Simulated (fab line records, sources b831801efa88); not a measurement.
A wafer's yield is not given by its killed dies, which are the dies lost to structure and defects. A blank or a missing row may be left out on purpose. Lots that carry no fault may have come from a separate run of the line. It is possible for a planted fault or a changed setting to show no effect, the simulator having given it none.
Chamber matching + flow sky130 + SKY_LI_CONTACT_ETCH_15 on rieDiel-02 has 4 sister chambers
The step etches PSG in C4F8/O2/Ar, stops on Si, target depth 600 nm. 14 wafers are shown with their chamber, then 7 later ones without.

## EACH WAFER AND ITS CHAMBER
| wafer  | chamber | oesProductAu (a.u.) |
|--------|---------|---------------------|
| L295.1 | 2       | 0.841               |
| L295.4 | 1       | 0.840               |
| L295.5 | 3       | 0.839               |
| L296.4 | 2       | 0.838               |
| L296.5 | 3       | 0.833               |
| L296.6 | 0       | 0.839               |
| L297.2 | 1       | 0.837               |
| L297.4 | 3       | 0.836               |
| L297.6 | 2       | 0.841               |
| L300.1 | 2       | 0.840               |
| L300.3 | 1       | 0.841               |
| L300.6 | 2       | 0.838               |
| L304.1 | 2       | 0.836               |
| L304.3 | 0       | 0.839               |

SIGNATURES (means of the wafers above)
| reading      | chamber 0 | chamber 1 | chamber 2 | chamber 3 | scatter within a chamber |
|--------------|-----------|-----------|-----------|-----------|--------------------------|
| oesProductAu | 0.83900   | 0.83933   | 0.83900   | 0.83600   | 0.00216                  |
Rule: distance of a wafer from a chamber = root of the sum over the readings of ((wafer's reading minus chamber's mean) / reading's scatter) squared. If the next closest chamber is less than 2 further off than the closest, the wafer can't be placed; otherwise it belongs to the closest. The scatter is the square root of a quotient: the sum, over the shown wafers, of each reading's squared deviation from its chamber's mean, divided by wafers minus chambers.

## WAFERS WHOSE CHAMBER IS MISSING
| wafer  | oesProductAu (a.u.) |
|--------|---------------------|
| L304.6 | 0.829               |
| L307.2 | 0.837               |
| L307.3 | 0.843               |
| L307.5 | 0.835               |
| L318.1 | 0.830               |
| L318.5 | 0.840               |
| L318.6 | 0.832               |

## WHICH CHAMBER EACH ONE RAN IN
| wafer  | from the rows above               | in truth |
|--------|-----------------------------------|----------|
| L304.6 | can't be placed: 3 or 0 or 2 or 1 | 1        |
| L307.2 | can't be placed: 3 or 0 or 2 or 1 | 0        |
| L307.3 | can't be placed: 1 or 0 or 2 or 3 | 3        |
| L307.5 | can't be placed: 3 or 0 or 2 or 1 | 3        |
| L318.1 | can't be placed: 3 or 0 or 2 or 1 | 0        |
| L318.5 | can't be placed: 1 or 0 or 2 or 3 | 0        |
| L318.6 | can't be placed: 3 or 0 or 2 or 1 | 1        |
Placed correctly: 0 of 7. From these rows, 7 cannot be placed; in 7 the true chamber is one of the candidates. 0 placed wrongly.
